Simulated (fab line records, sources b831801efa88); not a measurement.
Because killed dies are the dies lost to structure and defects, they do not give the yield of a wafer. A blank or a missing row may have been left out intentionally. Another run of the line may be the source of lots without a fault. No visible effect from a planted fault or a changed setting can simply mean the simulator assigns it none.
What tool caused it?    flow sky130    13 lots, 36 wafers sampled, at 4 steps of a route of 708

WHAT THE GAUGES SHOWED, per wafer
SKY_CAPM_THK_MEAS_01. Usual: CAPM_CVD_00_THK typically reads 15.54 nm, with standard deviation 0.21.
lot   measured      on             CAPM_CVD_00_THK (nm)  flag
L712  day 36 02:42  film_metro-04  15.61 15.60 15.46     
L714  day 37 01:23  film_metro-01  15.15 15.54 15.74     
L716  day 37 10:56  film_metro-04  15.44 15.87 15.51     
L717  day 37 18:53  film_metro-01  15.51 15.78 16.11     
L718  day 38 07:46  film_metro-01  15.70 15.56 15.65     
L720  day 38 22:20  film_metro-04  15.34 15.26 15.50     
L721  day 39 03:42  film_metro-02  15.69 15.60 15.71     
L722  day 39 14:47  film_metro-01  15.44 15.33 15.70     
L723  day 39 18:32  film_metro-04  15.34 15.51 15.02     
L724  day 40 18:27  film_metro-02  15.78 15.60 15.95     
L728  day 42 09:09  film_metro-02  15.46 15.56           
L729  day 42 18:15  film_metro-02  15.50 15.56           
L734  day 43 14:38  film_metro-02  15.31 15.60           

SKY_VIA3_THK_MEAS_01. Usual: VIA3_HDPCVD_THK typically reads 1626 nm, with standard deviation 19.
lot   measured      on             VIA3_HDPCVD_THK (nm)  flag
L712  day 38 08:11  film_metro-01  1622 1620 1621        
L714  day 39 06:22  film_metro-03  1637 1602 1638        
L716  day 39 15:43  film_metro-03  1639 1621 1645        
L717  day 39 23:49  film_metro-02  1612 1657 1628        
L718  day 40 11:53  film_metro-02  1632 1666 1630        
L720  day 41 02:37  film_metro-01  1660 1625 1605        
L721  day 41 06:15  film_metro-02  1625 1618 1598        
L722  day 41 17:55  film_metro-03  1609 1616 1632        
L723  day 41 22:14  film_metro-03  1642 1626 1631        
L724  day 42 20:30  film_metro-01  1622 1631 1604        
L728  day 44 08:01  film_metro-03  1642 516              OFF
L729  day 44 16:26  film_metro-03  1649 534              OFF
L734  day 45 10:51  film_metro-02  1608 522              OFF

TOOL THAT RAN EACH LOT (tool first, then ch and the chambers of the sampled wafers, then the start)
lot   SKY_CAPM_METAL_ETCH_13             SKY_VIA3_HDPCVD_00
L712  rie_metal-04 ch 0, day 37 04:32    hdpcvd-02 ch 1,2, day 38 08:00
L714  rie_metal-04 ch 0,1, day 38 03:22  hdpcvd-01 ch 0,2, day 39 06:11
L716  rie_metal-03 ch 0,1, day 38 12:43  hdpcvd-02 ch 0,2, day 39 15:32
L717  rie_metal-04 ch 0,1, day 38 20:58  hdpcvd-01 ch 0,1, day 39 23:39
L718  rie_metal-01 ch 0,1, day 39 09:00  hdpcvd-02 ch 1,2, day 40 11:42
L720  rie_metal-04 ch 0,1, day 39 23:34  hdpcvd-01 ch 1,2, day 41 02:26
L721  rie_metal-03 ch 0,1, day 40 04:21  hdpcvd-01 ch 0,1,2, day 41 06:08
L722  rie_metal-03 ch 0,1, day 40 15:13  hdpcvd-01 ch 0,1,2, day 41 17:44
L723  rie_metal-01 ch 0,1, day 40 19:28  hdpcvd-01 ch 0,1,2, day 41 22:04
L724  rie_metal-03 ch 0,1, day 41 19:07  hdpcvd-02 ch 0,2, day 42 20:20
L728  rie_metal-03 ch 1, day 43 07:49    hdpcvd-02 ch 0,1, day 44 07:50
L729  rie_metal-01 ch 0,1, day 43 16:49  hdpcvd-02 ch 1,2, day 44 16:16
L734  rie_metal-04 ch 1, day 44 11:43    hdpcvd-02 ch 1,2, day 45 10:39
- SKY_CAPM_METAL_ETCH_13: etches TiN in Cl2/BCl3, stops on SiO2, target depth 220 nm, time 62.9 s.
- SKY_VIA3_HDPCVD_00: deposits SiO2, target thk 1635 nm, time 272.5 s.

AS READ BY THE TOOLS THEMSELVES (means over the sampled wafers that have a number; for cases with no such wafer, the mark the record gives instead)
SKY_CAPM_METAL_ETCH_13. Usual: drypump_motor_current_A 6.0 A, standard deviation 0.48; oes_product_au 0.940 a.u., standard deviation 0.0063; rf_fwd_power_W 893 W, standard deviation 3.9; throttle_valve_pct 21.901 %, standard deviation 0.01.
lot   tool          drypump_motor_current_A (A)  oes_product_au (a.u.)  rf_fwd_power_W (W)  throttle_valve_pct (%)  flag
L712  rie_metal-04  5.7                          0.939                  886                 21.902                  
L714  rie_metal-04  5.7                          0.936                  895                 21.900                  
L716  rie_metal-03  6.6                          0.940                  893                 21.897                  
L717  rie_metal-04  5.7                          0.941                  897                 21.907                  
L718  rie_metal-01  5.6                          0.948                  896                 21.896                  
L720  rie_metal-04  5.7                          0.936                  896                 21.911                  
L721  rie_metal-03  6.3                          0.940                  890                 21.902                  
L722  rie_metal-03  6.6                          0.937                  892                 21.899                  
L723  rie_metal-01  5.6                          0.945                  893                 21.892                  
L724  rie_metal-03  6.6                          0.934                  890                 21.899                  
L728  rie_metal-03  6.8                          0.940                  896                 21.900                  
L729  rie_metal-01  5.6                          0.936                  894                 21.909                  
L734  rie_metal-04  5.7                          0.932                  892                 21.898                  

SKY_VIA3_HDPCVD_00. Usual: run_length_s 300.4 s, standard deviation 0.53.
lot   tool       run_length_s (s)  flag
L712  hdpcvd-02  300.8             
L714  hdpcvd-01  301.2             
L716  hdpcvd-02  299.9             
L717  hdpcvd-01  300.4             
L718  hdpcvd-02  300.7             
L720  hdpcvd-01  300.5             
L721  hdpcvd-01  300.6             
L722  hdpcvd-01  300.7             
L723  hdpcvd-01  300.7             
L724  hdpcvd-02  300.1             
L728  hdpcvd-02  207.2             OFF
L729  hdpcvd-02  207.7             OFF
L734  hdpcvd-02  207.7             OFF

THE ANSWER, worked out from the rows above alone
Rule: a lot is off if the mean of its wafers that have a number lies more than 3 standard deviations from the usual mean. A lot without any number at a reading at which 4 lots or more have one is off too. The other lots that the step has rows for count as sound. First the gauges in route order, then the tools' own readings, where a lot's mean is used as printed above. At the first step where some lot is off, the reading lying furthest off is the one used; lots without a number count as furthest.
Off: L728, L729, L734, at SKY_VIA3_THK_MEAS_01 (VIA3_HDPCVD_THK).
A tool fits if, at a process step before that reading, it ran every lot that is off, and no sound lot after the first of them. The gauges at SKY_VIA3_THK_MEAS_01 aren't tried: what is off there is off at SKY_VIA3_HDPCVD_00 too, on other tools, and a gauge's error can't cause that. One fits: hdpcvd-02 at SKY_VIA3_HDPCVD_00. A fault onset in the window from L724 (day 42 20:20, its last sound lot) to L728 (day 44 07:50, its first lot off) fits.
The tool's own readings at SKY_VIA3_HDPCVD_00 bear it out: on the lots that are off they differ by more than 5 times the standard deviation of the sound lots' means. run_length_s reads 207.5 s there against 300.6 s on the sound lots.

WHAT THE SIMULATOR HAD PUT IN
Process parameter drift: hdpcvd-02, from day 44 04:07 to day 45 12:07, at SKY_VIA3_HDPCVD_00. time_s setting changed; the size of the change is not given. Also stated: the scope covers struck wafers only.
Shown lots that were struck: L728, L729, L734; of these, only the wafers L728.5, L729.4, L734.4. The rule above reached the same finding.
